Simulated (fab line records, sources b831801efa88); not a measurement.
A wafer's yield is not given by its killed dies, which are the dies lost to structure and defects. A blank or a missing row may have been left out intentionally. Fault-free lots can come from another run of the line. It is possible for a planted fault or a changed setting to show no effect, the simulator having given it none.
fab line records :: flow sky130 :: part 2 of 2: steps 28 to 37 of 37
record
  lots=5
  wafers=15
  last_day=50
route steps=708 shown METAL1@455 VIA1@458 METAL2@483
lots that met no fault: from a run of the same line without faults
start_h: hours from the record's first day to the start of the lot's first wafer shown :: wait_h: how many hours have passed since the lot's step before this one :: " as in the row above :: L1.1+2: a row that stands for several wafers :: - no value, or no start was given :: * or withheld: withheld :: < > ~ a bound
route shown NAME@n: a module of which the file shows steps, and the number in the route of the first :: usual: average and standard deviation across the fault-free wafers :: same: alike in all rows :: chamber/n: place in a boat :: sites: each site's reading :: _std_site: standard deviation across them :: _edge_site: inner sites' mean taken away from outer sites' mean :: radius_mm: how far each site lies from the wafer's centre :: mask NAME#n: copy n :: behind: tool/chamber where the wafer was last shaped :: hold: cause of the lot's hold/its duration in hours/its outcome :: device: which transistor (n, p or np) failed to switch :: end of line: tests run on the same wafers once the route is complete :: where a step has no rows: the recipe by itself :: killed: dies that structure and defects cost at the first sort, which is not the same as the wafer's yield :: map: per-die view of a wafer (x killed, . not killed, _ where there is no die)
set.NAME: the setting that was run; set.NAME@STEP: the one run at that earlier step :: model.NAME: the simulator's own value behind a step, which no gauge read
lots at some steps of the route; a table a step, a row a wafer
services: the hour from which a tool's chamber was out of use, counted from the record's first day as start_h (under 0 if before that day), plus the number of hours and why
## steps
# step SKY_VIA1_CMP_24
# recipe
  stop_on=SiO2
  t_overpolish_s=15
  down_force_psi=3.5
  platen_rpm=60
  target_thk_nm=0
  pad_velocity_m_s=0.94248
# usual
  motor_current_A=11.2/1.6
  overpolish_run_s=14.999/0.0088
  time_to_endpoint_s=66/4.5
lot.wafer: L074.4
tool: cmp-01
chamber: 2
start_h: 795.30
wait_h: 0.0
motor_current_A: 10.1
overpolish_run_s: 15.005
time_to_endpoint_s: 65

lot.wafer: L074.2
tool: cmp-01
chamber: 0
start_h: 795.30
wait_h: 0.0
motor_current_A: 11.3
overpolish_run_s: 14.985
time_to_endpoint_s: 58

lot.wafer: L074.6
tool: cmp-01
chamber: 3
start_h: 795.30
wait_h: 0.0
motor_current_A: 10.4
overpolish_run_s: 15.003
time_to_endpoint_s: 64

lot.wafer: L078.4
tool: cmp-01
chamber: 3
start_h: 818.54
wait_h: 0.0
motor_current_A: 10.2
overpolish_run_s: 14.990
time_to_endpoint_s: 70

lot.wafer: L078.1
tool: cmp-01
chamber: 2
start_h: 818.54
wait_h: 0.0
motor_current_A: 10.3
overpolish_run_s: 14.994
time_to_endpoint_s: 65

lot.wafer: L078.5
tool: cmp-01
chamber: 3
start_h: 818.54
wait_h: 0.0
motor_current_A: 10.8
overpolish_run_s: 14.994
time_to_endpoint_s: 70

lot.wafer: L089.2
tool: cmp-02
chamber: 0
start_h: 902.02
wait_h: 0.1
motor_current_A: 15.0
overpolish_run_s: 14.998
time_to_endpoint_s: 69

lot.wafer: L089.4
tool: cmp-02
chamber: 2
start_h: 902.02
wait_h: 0.1
motor_current_A: 10.2
overpolish_run_s: 15.015
time_to_endpoint_s: 69

lot.wafer: L089.6
tool: cmp-02
chamber: 0
start_h: 902.02
wait_h: 0.1
motor_current_A: 15.5
overpolish_run_s: 15.005
time_to_endpoint_s: 65

lot.wafer: L096.3
tool: cmp-01
chamber: 0
start_h: 951.04
wait_h: 0.0
motor_current_A: 11.7
overpolish_run_s: 15.002
time_to_endpoint_s: 62

lot.wafer: L096.1
tool: cmp-01
chamber: 2
start_h: 951.04
wait_h: 0.0
motor_current_A: 10.5
overpolish_run_s: 15.001
time_to_endpoint_s: 66

lot.wafer: L096.4
tool: cmp-01
chamber: 3
start_h: 951.04
wait_h: 0.0
motor_current_A: 10.0
overpolish_run_s: 15.013
time_to_endpoint_s: 69

lot.wafer: L097.2
tool: cmp-02
chamber: 2
start_h: 956.15
wait_h: 0.0
motor_current_A: 10.3
overpolish_run_s: 15.000
time_to_endpoint_s: 64

lot.wafer: L097.3
tool: cmp-02
chamber: 3
start_h: 956.15
wait_h: 0.0
motor_current_A: 9.4
overpolish_run_s: 15.006
time_to_endpoint_s: 70

lot.wafer: L097.6
tool: cmp-02
chamber: 2
start_h: 956.15
wait_h: 0.0
motor_current_A: 10.0
overpolish_run_s: 14.996
time_to_endpoint_s: 64
# step SKY_METAL2_SPUTTER_00
# recipe
  material=Ti
  target_thk_nm=15
  power_w=3000
  time_s=10
  chamber_pressure_pa=0.4
# usual
  throttle_valve_pct=30.0/1.2
# same
  time_s=10
lot.wafer: L074.2
tool: pvd_sputter-01
chamber: -
start_h: 795.60
wait_h: 0.1
throttle_valve_pct: 29.6

lot.wafer: L074.4
tool: pvd_sputter-01
chamber: -
start_h: 795.60
wait_h: 0.1
throttle_valve_pct: 30.8

lot.wafer: L074.6
tool: pvd_sputter-01
chamber: -
start_h: 795.60
wait_h: 0.1
throttle_valve_pct: 29.8

lot.wafer: L078.1
tool: pvd_sputter-03
chamber: -
start_h: 818.84
wait_h: 0.1
throttle_valve_pct: 31.0

lot.wafer: L078.4
tool: pvd_sputter-03
chamber: -
start_h: 818.84
wait_h: 0.1
throttle_valve_pct: 30.4

lot.wafer: L078.5
tool: pvd_sputter-03
chamber: -
start_h: 818.84
wait_h: 0.1
throttle_valve_pct: 30.3

lot.wafer: L089.2
tool: pvd_sputter-03
chamber: -
start_h: 902.27
wait_h: 0.2
throttle_valve_pct: 31.0

lot.wafer: L089.4
tool: pvd_sputter-03
chamber: -
start_h: 902.27
wait_h: 0.2
throttle_valve_pct: 31.2

lot.wafer: L089.6
tool: pvd_sputter-03
chamber: -
start_h: 902.27
wait_h: 0.2
throttle_valve_pct: 27.8

lot.wafer: L096.1
tool: pvd_sputter-03
chamber: -
start_h: 951.34
wait_h: 0.1
throttle_valve_pct: 30.8

lot.wafer: L096.3
tool: pvd_sputter-03
chamber: -
start_h: 951.34
wait_h: 0.1
throttle_valve_pct: 31.3

lot.wafer: L096.4
tool: pvd_sputter-03
chamber: -
start_h: 951.34
wait_h: 0.1
throttle_valve_pct: 30.9

lot.wafer: L097.2
tool: pvd_sputter-01
chamber: -
start_h: 956.45
wait_h: 0.2
throttle_valve_pct: 30.6

lot.wafer: L097.3
tool: pvd_sputter-01
chamber: -
start_h: 956.45
wait_h: 0.2
throttle_valve_pct: 28.8

lot.wafer: L097.6
tool: pvd_sputter-01
chamber: -
start_h: 956.45
wait_h: 0.2
throttle_valve_pct: 28.8
# step SKY_METAL2_SPUTTER_01
# recipe
  material=TiN
  target_thk_nm=20
  power_w=6500
  time_s=16.7
  chamber_pressure_pa=0.4127
# usual
  throttle_valve_pct=30.0/1.2
# same
  time_s=16.7
lot.wafer: L074.2
tool: pvd_sputter-01
chamber: -
start_h: 795.62
wait_h: 0.0
throttle_valve_pct: 29.8

lot.wafer: L074.4
tool: pvd_sputter-01
chamber: -
start_h: 795.62
wait_h: 0.0
throttle_valve_pct: 30.8

lot.wafer: L074.6
tool: pvd_sputter-01
chamber: -
start_h: 795.62
wait_h: 0.0
throttle_valve_pct: 29.7

lot.wafer: L078.1
tool: pvd_sputter-03
chamber: -
start_h: 818.86
wait_h: 0.0
throttle_valve_pct: 31.0

lot.wafer: L078.4
tool: pvd_sputter-03
chamber: -
start_h: 818.86
wait_h: 0.0
throttle_valve_pct: 30.6

lot.wafer: L078.5
tool: pvd_sputter-03
chamber: -
start_h: 818.86
wait_h: 0.0
throttle_valve_pct: 30.5

lot.wafer: L089.2
tool: pvd_sputter-03
chamber: -
start_h: 902.29
wait_h: 0.0
throttle_valve_pct: 31.0

lot.wafer: L089.4
tool: pvd_sputter-03
chamber: -
start_h: 902.29
wait_h: 0.0
throttle_valve_pct: 31.1

lot.wafer: L089.6
tool: pvd_sputter-03
chamber: -
start_h: 902.29
wait_h: 0.0
throttle_valve_pct: 27.5

lot.wafer: L096.1
tool: pvd_sputter-03
chamber: -
start_h: 951.37
wait_h: 0.0
throttle_valve_pct: 30.9

lot.wafer: L096.3
tool: pvd_sputter-03
chamber: -
start_h: 951.37
wait_h: 0.0
throttle_valve_pct: 31.2

lot.wafer: L096.4
tool: pvd_sputter-03
chamber: -
start_h: 951.37
wait_h: 0.0
throttle_valve_pct: 31.0

lot.wafer: L097.2
tool: pvd_sputter-01
chamber: -
start_h: 956.48
wait_h: 0.0
throttle_valve_pct: 31.1

lot.wafer: L097.3
tool: pvd_sputter-01
chamber: -
start_h: 956.48
wait_h: 0.0
throttle_valve_pct: 28.9

lot.wafer: L097.6
tool: pvd_sputter-01
chamber: -
start_h: 956.48
wait_h: 0.0
throttle_valve_pct: 29.0
# step SKY_METAL2_SPUTTER_02
# recipe
  material=AlCu
  target_thk_nm=250
  power_w=10600
  time_s=13.3
  chamber_pressure_pa=0.4
# usual
  throttle_valve_pct=30.1/1.2
# same
  time_s=13.3
lot.wafer: L074.2
tool: pvd_sputter-01
chamber: -
start_h: 795.65
wait_h: 0.0
throttle_valve_pct: 29.6

lot.wafer: L074.4
tool: pvd_sputter-01
chamber: -
start_h: 795.65
wait_h: 0.0
throttle_valve_pct: 31.0

lot.wafer: L074.6
tool: pvd_sputter-01
chamber: -
start_h: 795.65
wait_h: 0.0
throttle_valve_pct: 29.5

lot.wafer: L078.1
tool: pvd_sputter-03
chamber: -
start_h: 818.89
wait_h: 0.0
throttle_valve_pct: 30.7

lot.wafer: L078.4
tool: pvd_sputter-03
chamber: -
start_h: 818.89
wait_h: 0.0
throttle_valve_pct: 30.1

lot.wafer: L078.5
tool: pvd_sputter-03
chamber: -
start_h: 818.89
wait_h: 0.0
throttle_valve_pct: 30.2

lot.wafer: L089.2
tool: pvd_sputter-03
chamber: -
start_h: 902.31
wait_h: 0.0
throttle_valve_pct: 30.8

lot.wafer: L089.4
tool: pvd_sputter-03
chamber: -
start_h: 902.31
wait_h: 0.0
throttle_valve_pct: 31.5

lot.wafer: L089.6
tool: pvd_sputter-03
chamber: -
start_h: 902.31
wait_h: 0.0
throttle_valve_pct: 27.8

lot.wafer: L096.1
tool: pvd_sputter-03
chamber: -
start_h: 951.39
wait_h: 0.0
throttle_valve_pct: 30.8

lot.wafer: L096.3
tool: pvd_sputter-03
chamber: -
start_h: 951.39
wait_h: 0.0
throttle_valve_pct: 31.6

lot.wafer: L096.4
tool: pvd_sputter-03
chamber: -
start_h: 951.39
wait_h: 0.0
throttle_valve_pct: 30.8

lot.wafer: L097.2
tool: pvd_sputter-01
chamber: -
start_h: 956.50
wait_h: 0.0
throttle_valve_pct: 30.8

lot.wafer: L097.3
tool: pvd_sputter-01
chamber: -
start_h: 956.50
wait_h: 0.0
throttle_valve_pct: 28.9

lot.wafer: L097.6
tool: pvd_sputter-01
chamber: -
start_h: 956.50
wait_h: 0.0
throttle_valve_pct: 29.0
# step SKY_METAL2_SPUTTER_03
# recipe
  material=Ti
  target_thk_nm=5
  power_w=3000
  time_s=3.3
  chamber_pressure_pa=0.4
# usual
  throttle_valve_pct=30.1/1.2
# same
  time_s=3.3
lot.wafer: L074.2
tool: pvd_sputter-01
chamber: -
start_h: 795.67
wait_h: 0.0
throttle_valve_pct: 29.8

lot.wafer: L074.4
tool: pvd_sputter-01
chamber: -
start_h: 795.67
wait_h: 0.0
throttle_valve_pct: 30.8

lot.wafer: L074.6
tool: pvd_sputter-01
chamber: -
start_h: 795.67
wait_h: 0.0
throttle_valve_pct: 29.7

lot.wafer: L078.1
tool: pvd_sputter-03
chamber: -
start_h: 818.91
wait_h: 0.0
throttle_valve_pct: 30.5

lot.wafer: L078.4
tool: pvd_sputter-03
chamber: -
start_h: 818.91
wait_h: 0.0
throttle_valve_pct: 30.1

lot.wafer: L078.5
tool: pvd_sputter-03
chamber: -
start_h: 818.91
wait_h: 0.0
throttle_valve_pct: 30.1

lot.wafer: L089.2
tool: pvd_sputter-03
chamber: -
start_h: 902.34
wait_h: 0.0
throttle_valve_pct: 30.7

lot.wafer: L089.4
tool: pvd_sputter-03
chamber: -
start_h: 902.34
wait_h: 0.0
throttle_valve_pct: 31.4

lot.wafer: L089.6
tool: pvd_sputter-03
chamber: -
start_h: 902.34
wait_h: 0.0
throttle_valve_pct: 27.5

lot.wafer: L096.1
tool: pvd_sputter-03
chamber: -
start_h: 951.42
wait_h: 0.0
throttle_valve_pct: 30.8

lot.wafer: L096.3
tool: pvd_sputter-03
chamber: -
start_h: 951.42
wait_h: 0.0
throttle_valve_pct: 31.2

lot.wafer: L096.4
tool: pvd_sputter-03
chamber: -
start_h: 951.42
wait_h: 0.0
throttle_valve_pct: 30.9

lot.wafer: L097.2
tool: pvd_sputter-01
chamber: -
start_h: 956.53
wait_h: 0.0
throttle_valve_pct: 30.9

lot.wafer: L097.3
tool: pvd_sputter-01
chamber: -
start_h: 956.53
wait_h: 0.0
throttle_valve_pct: 28.8

lot.wafer: L097.6
tool: pvd_sputter-01
chamber: -
start_h: 956.53
wait_h: 0.0
throttle_valve_pct: 28.9
# step SKY_METAL2_SPUTTER_04
# recipe
  material=TiN
  target_thk_nm=70
  power_w=6500
  time_s=58.3
  chamber_pressure_pa=0.4
# usual
  throttle_valve_pct=30.1/1.2
# same
  time_s=58.3
lot.wafer: L074.2
tool: pvd_sputter-01
chamber: -
start_h: 795.69
wait_h: 0.0
throttle_valve_pct: 29.5

lot.wafer: L074.4
tool: pvd_sputter-01
chamber: -
start_h: 795.69
wait_h: 0.0
throttle_valve_pct: 30.7

lot.wafer: L074.6
tool: pvd_sputter-01
chamber: -
start_h: 795.69
wait_h: 0.0
throttle_valve_pct: 29.9

lot.wafer: L078.1
tool: pvd_sputter-03
chamber: -
start_h: 818.93
wait_h: 0.0
throttle_valve_pct: 31.0

lot.wafer: L078.4
tool: pvd_sputter-03
chamber: -
start_h: 818.93
wait_h: 0.0
throttle_valve_pct: 29.9

lot.wafer: L078.5
tool: pvd_sputter-03
chamber: -
start_h: 818.93
wait_h: 0.0
throttle_valve_pct: 30.0

lot.wafer: L089.2
tool: pvd_sputter-03
chamber: -
start_h: 902.36
wait_h: 0.0
throttle_valve_pct: 30.9

lot.wafer: L089.4
tool: pvd_sputter-03
chamber: -
start_h: 902.36
wait_h: 0.0
throttle_valve_pct: 31.2

lot.wafer: L089.6
tool: pvd_sputter-03
chamber: -
start_h: 902.36
wait_h: 0.0
throttle_valve_pct: 27.8

lot.wafer: L096.1
tool: pvd_sputter-03
chamber: -
start_h: 951.43
wait_h: 0.0
throttle_valve_pct: 31.0

lot.wafer: L096.3
tool: pvd_sputter-03
chamber: -
start_h: 951.43
wait_h: 0.0
throttle_valve_pct: 31.6

lot.wafer: L096.4
tool: pvd_sputter-03
chamber: -
start_h: 951.43
wait_h: 0.0
throttle_valve_pct: 31.1

lot.wafer: L097.2
tool: pvd_sputter-01
chamber: -
start_h: 956.55
wait_h: 0.0
throttle_valve_pct: 30.7

lot.wafer: L097.3
tool: pvd_sputter-01
chamber: -
start_h: 956.55
wait_h: 0.0
throttle_valve_pct: 29.0

lot.wafer: L097.6
tool: pvd_sputter-01
chamber: -
start_h: 956.55
wait_h: 0.0
throttle_valve_pct: 28.8
# step SKY_METAL2_RS_MEAS_05
# recipe
  thk_meas_gauge=four-point-probe
  reads=TiN_of_METAL2_SPUTTER_04+Ti_of_METAL2_SPUTTER_03+AlCu_of_METAL2_SPUTTER_02+TiN_of_METAL2_SPUTTER_01+Ti_of_METAL2_SPUTTER_00
# usual
  METAL2_ALCU_RS=0.1269/0.0016
lot.wafer: L074.2
tool: film_metro-03
chamber: -
start_h: 795.76
wait_h: 0.0
METAL2_ALCU_RS[ohm/sq]: 0.1272

lot.wafer: L074.4
tool: film_metro-03
chamber: -
start_h: 795.76
wait_h: 0.0
METAL2_ALCU_RS[ohm/sq]: 0.1262

lot.wafer: L074.6
tool: film_metro-03
chamber: -
start_h: 795.76
wait_h: 0.0
METAL2_ALCU_RS[ohm/sq]: 0.1277

lot.wafer: L078.1
tool: film_metro-03
chamber: -
start_h: 818.98
wait_h: 0.0
METAL2_ALCU_RS[ohm/sq]: 0.1248

lot.wafer: L078.4
tool: film_metro-03
chamber: -
start_h: 818.98
wait_h: 0.0
METAL2_ALCU_RS[ohm/sq]: 0.1278

lot.wafer: L078.5
tool: film_metro-03
chamber: -
start_h: 818.98
wait_h: 0.0
METAL2_ALCU_RS[ohm/sq]: 0.1281

lot.wafer: L089.2
tool: film_metro-04
chamber: -
start_h: 902.43
wait_h: 0.0
METAL2_ALCU_RS[ohm/sq]: 0.1258

lot.wafer: L089.4
tool: film_metro-04
chamber: -
start_h: 902.43
wait_h: 0.0
METAL2_ALCU_RS[ohm/sq]: 0.1284

lot.wafer: L089.6
tool: film_metro-04
chamber: -
start_h: 902.43
wait_h: 0.0
METAL2_ALCU_RS[ohm/sq]: 0.1267

lot.wafer: L096.1
tool: film_metro-03
chamber: -
start_h: 951.48
wait_h: 0.0
METAL2_ALCU_RS[ohm/sq]: 0.1269

lot.wafer: L096.3
tool: film_metro-03
chamber: -
start_h: 951.48
wait_h: 0.0
METAL2_ALCU_RS[ohm/sq]: 0.1286

lot.wafer: L096.4
tool: film_metro-03
chamber: -
start_h: 951.48
wait_h: 0.0
METAL2_ALCU_RS[ohm/sq]: 0.1256

lot.wafer: L097.2
tool: film_metro-01
chamber: -
start_h: 956.61
wait_h: 0.0
METAL2_ALCU_RS[ohm/sq]: 0.1247

lot.wafer: L097.3
tool: film_metro-01
chamber: -
start_h: 956.61
wait_h: 0.0
METAL2_ALCU_RS[ohm/sq]: 0.1260

lot.wafer: L097.6
tool: film_metro-01
chamber: -
start_h: 956.61
wait_h: 0.0
METAL2_ALCU_RS[ohm/sq]: 0.1251
# step SKY_METAL2_THK_MEAS_06
# recipe
  thk_meas_gauge=xrf
  reads=AlCu_of_METAL2_SPUTTER_02
# usual
  METAL2_ALCU_THK=247/3.2
lot.wafer: L074.2
tool: film_metro-03
chamber: -
start_h: 795.87
wait_h: 0.1
METAL2_ALCU_THK[nm]: 247

lot.wafer: L074.4
tool: film_metro-03
chamber: -
start_h: 795.87
wait_h: 0.1
METAL2_ALCU_THK[nm]: 250

lot.wafer: L074.6
tool: film_metro-03
chamber: -
start_h: 795.87
wait_h: 0.1
METAL2_ALCU_THK[nm]: 245

lot.wafer: L078.1
tool: film_metro-03
chamber: -
start_h: 819.10
wait_h: 0.1
METAL2_ALCU_THK[nm]: 253

lot.wafer: L078.4
tool: film_metro-03
chamber: -
start_h: 819.10
wait_h: 0.1
METAL2_ALCU_THK[nm]: 247

lot.wafer: L078.5
tool: film_metro-03
chamber: -
start_h: 819.10
wait_h: 0.1
METAL2_ALCU_THK[nm]: 245

lot.wafer: L089.2
tool: film_metro-04
chamber: -
start_h: 902.54
wait_h: 0.1
METAL2_ALCU_THK[nm]: 250

lot.wafer: L089.4
tool: film_metro-04
chamber: -
start_h: 902.54
wait_h: 0.1
METAL2_ALCU_THK[nm]: 244

lot.wafer: L089.6
tool: film_metro-04
chamber: -
start_h: 902.54
wait_h: 0.1
METAL2_ALCU_THK[nm]: 247

lot.wafer: L096.1
tool: film_metro-03
chamber: -
start_h: 951.60
wait_h: 0.1
METAL2_ALCU_THK[nm]: 247

lot.wafer: L096.3
tool: film_metro-03
chamber: -
start_h: 951.60
wait_h: 0.1
METAL2_ALCU_THK[nm]: 245

lot.wafer: L096.4
tool: film_metro-03
chamber: -
start_h: 951.60
wait_h: 0.1
METAL2_ALCU_THK[nm]: 251

lot.wafer: L097.2
tool: film_metro-01
chamber: -
start_h: 956.72
wait_h: 0.1
METAL2_ALCU_THK[nm]: 252

lot.wafer: L097.3
tool: film_metro-01
chamber: -
start_h: 956.72
wait_h: 0.1
METAL2_ALCU_THK[nm]: 250

lot.wafer: L097.6
tool: film_metro-01
chamber: -
start_h: 956.72
wait_h: 0.1
METAL2_ALCU_THK[nm]: 254
# step SKY_METAL2_DEHYDRATE_07
# recipe
  temp_c=200
  time_s=60
# usual
  plate_temp_C=199.99/0.19
# same
  time_s=60
lot.wafer: L074.2
tool: litho_track-01
chamber: 0
start_h: 808.85
wait_h: 13.0
plate_temp_C: 199.90

lot.wafer: L074.4
tool: litho_track-01
chamber: 0
start_h: 808.85
wait_h: 13.0
plate_temp_C: 200.05

lot.wafer: L074.6
tool: litho_track-01
chamber: 0
start_h: 808.85
wait_h: 13.0
plate_temp_C: 199.85

lot.wafer: L078.1
tool: litho_track-02
chamber: 0
start_h: 831.46
wait_h: 12.4
plate_temp_C: 200.01

lot.wafer: L078.4
tool: litho_track-02
chamber: 0
start_h: 831.46
wait_h: 12.4
plate_temp_C: 200.09

lot.wafer: L078.5
tool: litho_track-02
chamber: 0
start_h: 831.46
wait_h: 12.4
plate_temp_C: 200.22

lot.wafer: L089.2
tool: litho_track-02
chamber: 0
start_h: 914.64
wait_h: 12.1
plate_temp_C: 199.94

lot.wafer: L089.4
tool: litho_track-02
chamber: 0
start_h: 914.64
wait_h: 12.1
plate_temp_C: 199.87

lot.wafer: L089.6
tool: litho_track-02
chamber: 0
start_h: 914.64
wait_h: 12.1
plate_temp_C: 199.95

lot.wafer: L096.1
tool: litho_track-01
chamber: 0
start_h: 962.97
wait_h: 11.4
plate_temp_C: 200.19

lot.wafer: L096.3
tool: litho_track-01
chamber: 0
start_h: 962.97
wait_h: 11.4
plate_temp_C: 200.16

lot.wafer: L096.4
tool: litho_track-01
chamber: 0
start_h: 962.97
wait_h: 11.4
plate_temp_C: 200.08

lot.wafer: L097.2
tool: litho_track-02
chamber: 0
start_h: 968.14
wait_h: 11.4
plate_temp_C: 200.01

lot.wafer: L097.3
tool: litho_track-02
chamber: 0
start_h: 968.14
wait_h: 11.4
plate_temp_C: 199.65

lot.wafer: L097.6
tool: litho_track-02
chamber: 0
start_h: 968.14
wait_h: 11.4
plate_temp_C: 199.79
# step SKY_METAL2_HMDS_08
# recipe
  prime_time_s=60
  prime_temp_c=120
# same
  prime_time_s=60
lot.wafer: L074.2+4+6
tool: litho_track-01
chamber: 0
start_h: 809.00
wait_h: 0.1

lot.wafer: L078.1+4+5
tool: litho_track-02
chamber: 0
start_h: 831.61
wait_h: 0.1

lot.wafer: L089.2+4+6
tool: litho_track-02
chamber: 0
start_h: 914.79
wait_h: 0.1

lot.wafer: L096.1+3+4
tool: litho_track-01
chamber: 0
start_h: 963.12
wait_h: 0.1

lot.wafer: L097.2+3+6
tool: litho_track-02
chamber: 0
start_h: 968.29
wait_h: 0.1
## services
tool: cmp-01
chamber: -
start_h: 744.06
hours: 4.0
kind: pm

tool: rie_diel-03
chamber: 0
start_h: 755.05
hours: 2.0
kind: repair

tool: plasma_asher-01
chamber: -
start_h: 760.83
hours: 9.1
kind: repair

tool: cmp-01
chamber: -
start_h: 763.54
hours: 4.0
kind: pm

tool: rie_diel-03
chamber: -
start_h: 769.78
hours: 0.2
kind: repair

tool: rie_diel-03
chamber: -
start_h: 776.04
hours: 0.5
kind: repair

tool: plasma_asher-01
chamber: -
start_h: 779.11
hours: 2.8
kind: pm

tool: krf_scanner-01
chamber: -
start_h: 784.36
hours: 0.4
kind: repair

tool: krf_scanner-01
chamber: -
start_h: 805.81
hours: 1.0
kind: pm

tool: rie_diel-03
chamber: 2
start_h: 807.17
hours: 1.8
kind: repair

tool: krf_scanner-01
chamber: -
start_h: 812.76
hours: 0.8
kind: pm

tool: krf_scanner-01
chamber: -
start_h: 814.64
hours: 1.0
kind: repair

tool: krf_scanner-01
chamber: -
start_h: 814.64
hours: 5.4
kind: repair

tool: rie_diel-03
chamber: 0
start_h: 816.13
hours: 8.8
kind: repair

tool: krf_scanner-01
chamber: -
start_h: 820.03
hours: 1.3
kind: pm

tool: wet_bench-04
chamber: -
start_h: 824.31
hours: 3.6
kind: repair

tool: wet_bench-04
chamber: -
start_h: 827.95
hours: 4.4
kind: pm

tool: cmp-01
chamber: -
start_h: 839.18
hours: 0.9
kind: repair

tool: wet_bench-04
chamber: -
start_h: 841.48
hours: 3.6
kind: repair

tool: cmp-01
chamber: -
start_h: 850.44
hours: 7.2
kind: pm

tool: krf_scanner-01
chamber: -
start_h: 862.43
hours: 0.3
kind: repair

tool: pvd_sputter-01
chamber: -
start_h: 878.99
hours: 1.3
kind: repair

tool: rie_diel-03
chamber: 2
start_h: 885.68
hours: 11.1
kind: repair

tool: pvd_sputter-01
chamber: -
start_h: 908.66
hours: 1.5
kind: repair
